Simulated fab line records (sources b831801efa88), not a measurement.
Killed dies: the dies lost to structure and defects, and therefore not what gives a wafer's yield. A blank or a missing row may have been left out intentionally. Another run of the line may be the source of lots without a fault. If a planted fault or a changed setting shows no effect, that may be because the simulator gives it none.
What tool caused it? / flow gf180mcu / Sampling: 14 lots, 42 wafers, 4 of 602 route steps

== WHAT EACH GAUGE READ, for each wafer ==
GF_CONTACT_THK_MEAS_03.
lot=L282; measured=day 15 13:17; on=film_metro-01; CONTACT_CVD_02_THK (nm)=854 863 862
lot=L284; measured=day 16 12:17; on=film_metro-02; CONTACT_CVD_02_THK (nm)=842 869 853
lot=L286; measured=day 17 08:25; on=film_metro-04; CONTACT_CVD_02_THK (nm)=841 842 857
lot=L287; measured=day 17 09:05; on=film_metro-02; CONTACT_CVD_02_THK (nm)=840 848 857
lot=L291; measured=day 18 15:34; on=film_metro-01; CONTACT_CVD_02_THK (nm)=843 875 869
lot=L297; measured=day 20 20:17; on=film_metro-02; CONTACT_CVD_02_THK (nm)=856 870 874
lot=L298; measured=day 21 05:57; on=film_metro-04; CONTACT_CVD_02_THK (nm)=866 844 874
lot=L299; measured=day 21 17:31; on=film_metro-04; CONTACT_CVD_02_THK (nm)=844 872 859
lot=L300; measured=day 21 22:30; on=film_metro-02; CONTACT_CVD_02_THK (nm)=873 864 874
lot=L301; measured=day 22 08:58; on=film_metro-01; CONTACT_CVD_02_THK (nm)=855 864 867
lot=L302; measured=day 22 18:45; on=film_metro-02; CONTACT_CVD_02_THK (nm)=852 869 861
lot=L304; measured=day 23 08:46; on=film_metro-02; CONTACT_CVD_02_THK (nm)=857 856 874

== TOOL THAT RAN EACH LOT (tool first, then ch and the chambers of the sampled wafers, then the start) ==
lot=L282; GF_SALICIDE_WET_ETCH_01=wet_bench-01 ch 2, day 15 12:31; GF_SALICIDE_SPUTTER_02=pvd_sputter-02, day 15 12:34; GF_SALICIDE_RTA_06=rtp_anneal-02 ch 0, day 15 12:50
lot=L284; GF_SALICIDE_WET_ETCH_01=wet_bench-03 ch 0, day 16 11:31; GF_SALICIDE_SPUTTER_02=pvd_sputter-02, day 16 11:34; GF_SALICIDE_RTA_06=rtp_anneal-02 ch 0, day 16 11:49
lot=L286; GF_SALICIDE_WET_ETCH_01=wet_bench-02 ch 2, day 17 07:40; GF_SALICIDE_SPUTTER_02=pvd_sputter-02, day 17 07:42; GF_SALICIDE_RTA_06=rtp_anneal-02 ch 0, day 17 07:58
lot=L287; GF_SALICIDE_WET_ETCH_01=wet_bench-02 ch 3, day 17 08:20; GF_SALICIDE_SPUTTER_02=pvd_sputter-04, day 17 08:23; GF_SALICIDE_RTA_06=rtp_anneal-02 ch 0, day 17 08:37
lot=L291; GF_SALICIDE_WET_ETCH_01=wet_bench-01 ch 0, day 18 14:49; GF_SALICIDE_SPUTTER_02=pvd_sputter-02, day 18 14:51; GF_SALICIDE_RTA_06=rtp_anneal-01 ch 0, day 18 15:05
lot=L295; GF_SALICIDE_WET_ETCH_01=wet_bench-03 ch 2, day 20 06:59; GF_SALICIDE_SPUTTER_02=pvd_sputter-01, day 20 07:01; GF_SALICIDE_RTA_06=rtp_anneal-02 ch 0, day 20 07:16
lot=L296; GF_SALICIDE_WET_ETCH_01=wet_bench-01 ch 2, day 20 09:10; GF_SALICIDE_SPUTTER_02=pvd_sputter-04, day 20 09:12; GF_SALICIDE_RTA_06=rtp_anneal-02 ch 0, day 20 09:27
lot=L297; GF_SALICIDE_WET_ETCH_01=wet_bench-02 ch 3, day 20 19:32; GF_SALICIDE_SPUTTER_02=pvd_sputter-02, day 20 19:34; GF_SALICIDE_RTA_06=rtp_anneal-01 ch 0, day 20 19:50
lot=L298; GF_SALICIDE_WET_ETCH_01=wet_bench-02 ch 1, day 21 05:13; GF_SALICIDE_SPUTTER_02=pvd_sputter-02, day 21 05:15; GF_SALICIDE_RTA_06=rtp_anneal-02 ch 0, day 21 05:29
lot=L299; GF_SALICIDE_WET_ETCH_01=wet_bench-03 ch 2, day 21 16:46; GF_SALICIDE_SPUTTER_02=pvd_sputter-02, day 21 16:48; GF_SALICIDE_RTA_06=rtp_anneal-01 ch 0, day 21 17:03
lot=L300; GF_SALICIDE_WET_ETCH_01=wet_bench-01 ch 3, day 21 21:46; GF_SALICIDE_SPUTTER_02=pvd_sputter-02, day 21 21:48; GF_SALICIDE_RTA_06=rtp_anneal-01 ch 0, day 21 22:02
lot=L301; GF_SALICIDE_WET_ETCH_01=wet_bench-03 ch 1, day 22 08:13; GF_SALICIDE_SPUTTER_02=pvd_sputter-04, day 22 08:15; GF_SALICIDE_RTA_06=rtp_anneal-02 ch 0, day 22 08:30
lot=L302; GF_SALICIDE_WET_ETCH_01=wet_bench-01 ch 0, day 22 17:55; GF_SALICIDE_SPUTTER_02=pvd_sputter-02, day 22 17:56; GF_SALICIDE_RTA_06=rtp_anneal-02 ch 0, day 22 18:13
lot=L304; GF_SALICIDE_WET_ETCH_01=wet_bench-01 ch 3, day 23 08:01; GF_SALICIDE_SPUTTER_02=pvd_sputter-01, day 23 08:03; GF_SALICIDE_RTA_06=rtp_anneal-02 ch 0, day 23 08:17
- GF_SALICIDE_WET_ETCH_01: etches SiO2 in dHF, target depth 5 nm, time 100 s.
- GF_SALICIDE_SPUTTER_02: material Co, target thk 10 nm, time 20 s.
- GF_SALICIDE_RTA_06: time 30 s.

== WHAT THE TOOLS THEMSELVES READ (means of the sampled wafers that have a number; where no wafer has one, the mark that the record gives instead) ==
GF_SALICIDE_WET_ETCH_01.
lot=L282; tool=wet_bench-01; bath_heat_duty_pct (%)=6.0; run_length_s (s)=134
lot=L284; tool=wet_bench-03; bath_heat_duty_pct (%)=5.9; run_length_s (s)=125
lot=L286; tool=wet_bench-02; bath_heat_duty_pct (%)=5.2; run_length_s (s)=126
lot=L287; tool=wet_bench-02; bath_heat_duty_pct (%)=5.1; run_length_s (s)=129
lot=L291; tool=wet_bench-01; bath_heat_duty_pct (%)=5.4; run_length_s (s)=125
lot=L295; tool=wet_bench-03; bath_heat_duty_pct (%)=-; run_length_s (s)=-
lot=L296; tool=wet_bench-01; bath_heat_duty_pct (%)=-; run_length_s (s)=-
lot=L297; tool=wet_bench-02; bath_heat_duty_pct (%)=5.5; run_length_s (s)=128
lot=L298; tool=wet_bench-02; bath_heat_duty_pct (%)=6.5; run_length_s (s)=126
lot=L299; tool=wet_bench-03; bath_heat_duty_pct (%)=6.9; run_length_s (s)=127
lot=L300; tool=wet_bench-01; bath_heat_duty_pct (%)=5.8; run_length_s (s)=126
lot=L301; tool=wet_bench-03; bath_heat_duty_pct (%)=6.4; run_length_s (s)=134
lot=L302; tool=wet_bench-01; bath_heat_duty_pct (%)=5.9; run_length_s (s)=126
lot=L304; tool=wet_bench-01; bath_heat_duty_pct (%)=5.6; run_length_s (s)=135

GF_SALICIDE_SPUTTER_02.
lot=L282; tool=pvd_sputter-02; throttle_valve_pct (%)=29.8
lot=L284; tool=pvd_sputter-02; throttle_valve_pct (%)=28.9
lot=L286; tool=pvd_sputter-02; throttle_valve_pct (%)=30.9
lot=L287; tool=pvd_sputter-04; throttle_valve_pct (%)=29.1
lot=L291; tool=pvd_sputter-02; throttle_valve_pct (%)=29.3
lot=L295; tool=pvd_sputter-01; throttle_valve_pct (%)=30.0
lot=L296; tool=pvd_sputter-04; throttle_valve_pct (%)=29.4
lot=L297; tool=pvd_sputter-02; throttle_valve_pct (%)=29.8
lot=L298; tool=pvd_sputter-02; throttle_valve_pct (%)=28.9
lot=L299; tool=pvd_sputter-02; throttle_valve_pct (%)=30.5
lot=L300; tool=pvd_sputter-02; throttle_valve_pct (%)=29.6
lot=L301; tool=pvd_sputter-04; throttle_valve_pct (%)=30.8
lot=L302; tool=pvd_sputter-02; throttle_valve_pct (%)=30.0
lot=L304; tool=pvd_sputter-01; throttle_valve_pct (%)=30.3

GF_SALICIDE_RTA_06.
lot=L282; tool=rtp_anneal-02; lamp_power_pct (%)=5.22; wafer_temp_C_max=531.2
lot=L284; tool=rtp_anneal-02; lamp_power_pct (%)=5.21; wafer_temp_C_max=531.7
lot=L286; tool=rtp_anneal-02; lamp_power_pct (%)=5.21; wafer_temp_C_max=531.9
lot=L287; tool=rtp_anneal-02; lamp_power_pct (%)=5.22; wafer_temp_C_max=531.5
lot=L291; tool=rtp_anneal-01; lamp_power_pct (%)=5.83; wafer_temp_C_max=531.9
lot=L295; tool=rtp_anneal-02; lamp_power_pct (%)=5.22; wafer_temp_C_max=531.5
lot=L296; tool=rtp_anneal-02; lamp_power_pct (%)=5.22; wafer_temp_C_max=531.2
lot=L297; tool=rtp_anneal-01; lamp_power_pct (%)=5.83; wafer_temp_C_max=532.7
lot=L298; tool=rtp_anneal-02; lamp_power_pct (%)=5.22; wafer_temp_C_max=530.9
lot=L299; tool=rtp_anneal-01; lamp_power_pct (%)=5.83; wafer_temp_C_max=532.1
lot=L300; tool=rtp_anneal-01; lamp_power_pct (%)=5.83; wafer_temp_C_max=532.1
lot=L301; tool=rtp_anneal-02; lamp_power_pct (%)=5.22; wafer_temp_C_max=531.8
lot=L302; tool=rtp_anneal-02; lamp_power_pct (%)=5.22; wafer_temp_C_max=531.4
lot=L304; tool=rtp_anneal-02; lamp_power_pct (%)=5.22; wafer_temp_C_max=531.4

== THE ANSWER, worked out from the rows above alone ==
Rule: what is usual is taken from the lots themselves. The widest of any qualifying gaps counts: lots, ordered by their means at a reading, are off when they make up no more than a third of the lots, leave a main group of 4 or more, and stand apart from it by 3 or more times the standard deviation of that group's means. The tables above print the reading to a certain number of digits; a main group whose means all agree to those digits is not used. A lot without any number at a reading at which 4 lots or more have one is off too. Any other lot the step has rows for is counted as sound. First the gauges in route order, then the tools' own readings, where a lot's mean is used as printed above. At the first step where some lot is off, the reading lying furthest off is the one used; lots without a number count as furthest.
Off, at GF_SALICIDE_WET_ETCH_01 on bath_heat_duty_pct: L295, L296. Without a number there: L295, L296. The main group: mean 5.8 %, standard deviation 0.52.
A tool fits if, at that step or a process step before it, it ran every lot that is off, and no sound lot after the first of them. Of those tried, none fits.

== WHAT HAD BEEN PUT IN BY THE SIMULATOR ==
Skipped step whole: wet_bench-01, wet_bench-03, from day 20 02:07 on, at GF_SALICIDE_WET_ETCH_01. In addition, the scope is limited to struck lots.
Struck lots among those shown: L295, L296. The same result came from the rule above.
